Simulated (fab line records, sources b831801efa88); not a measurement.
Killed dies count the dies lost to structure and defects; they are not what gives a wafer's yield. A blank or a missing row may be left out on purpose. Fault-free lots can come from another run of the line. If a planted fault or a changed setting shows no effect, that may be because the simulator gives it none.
A struck lot beside a sound one -- flow sky130 -- 14 out of 708 route steps
Sound: the wafers L982.3, L982.5, L982.6. Struck: wafers L970.2, L970.4, L970.5. The cause is given at the end.
For every step that has rows: the tool of each side, followed by ch and its chambers, followed by its first start. Under that, the readings that differ: sound wafers -- struck wafers -- difference of the means -- sigmas: that difference in standard deviations of wafers without a fault.
alike: readings with means less than 2 such deviations apart, plus words and numbers identical on both sides. not compared: withheld readings, readings lacking a value on some wafer, bounds such as >300 that could conceal the same value, and numbers that have no deviation in the record and whose values overlap.
A row with sigmas, a row that says differs or no value, or rows on one side alone: a step with any of these is where the two part. Numbers that have no deviation but don't overlap get no sigmas and don't part them. Lack of a reading on every wafer of one side parts them only where that side has two or more wafers.

first, 2 steps without rows for these wafers: SKY_METAL3_CLEAN_22 (cleans in O3/DIW); SKY_VIA3_HDPCVD_00 (deposits SiO2, target thk 1635 nm, time 272.5 s).
SKY_VIA3_THK_MEAS_01:
  sound on film_metro-02 at day 43 18:47; struck on film_metro-04 at day 40 16:37
  alike: VIA3_HDPCVD_THK
SKY_VIA3_CMP_02: polishes SiO2.
  sound on cmp-02 ch 1,2,3, day 43 18:59; struck on cmp-01 ch 0,1,2, day 40 16:43
  alike: motor_current_A, platen_rpm
SKY_VIA3_BOW_MEAS_03:
  sound on film_metro-03 at day 43 19:10; struck on film_metro-02 at day 40 16:59
  alike: VIA3_BOW
then, 7 steps without rows for these wafers: SKY_VIA3_DEHYDRATE_04 (time 60 s); SKY_VIA3_HMDS_05 (prime time 60 s); SKY_VIA3_COAT_06 (resist thk 60 nm); SKY_VIA3_COAT_07 (resist thk 450 nm); SKY_VIA3_SOFTBAKE_08 (time 90 s); SKY_VIA3_EXPOSE_09 (exposes mask VIM3, target cd 200 nm); SKY_VIA3_PEB_10.
SKY_VIA3_DEVELOP_11: develop time 60 s.
  struck on litho_track-03, day 41 17:00; sound on litho_track-02 ch 0, day 44 17:00
  no value came back on the struck wafers for chill_plate_temp_C (C), develop_time_s (s); on the sound wafers chill_plate_temp_C (C) reads 23.00 22.84 22.91
reading,sound,struck,difference,sigmas
model.KrF-thick_of_VIA3_COAT_07.thk_nm (nm),436.1 436 435.4,448.9 449.3 448.9,+13.2,
SKY_VIA3_CD_MEAS_12: the cd target is 200 nm.
  sound on cd_sem-02 at day 44 17:20; struck on cd_sem-01 at day 41 17:37
reading,sound,struck,difference,sigmas
cd_nm (nm),201.9 201.4 204.0,- - -,no value on the struck wafers,

== WHERE THEY PART ==
First at SKY_VIA3_DEVELOP_11; last, within this record, at SKY_VIA3_CD_MEAS_12.

WHY: what the simulator had put in
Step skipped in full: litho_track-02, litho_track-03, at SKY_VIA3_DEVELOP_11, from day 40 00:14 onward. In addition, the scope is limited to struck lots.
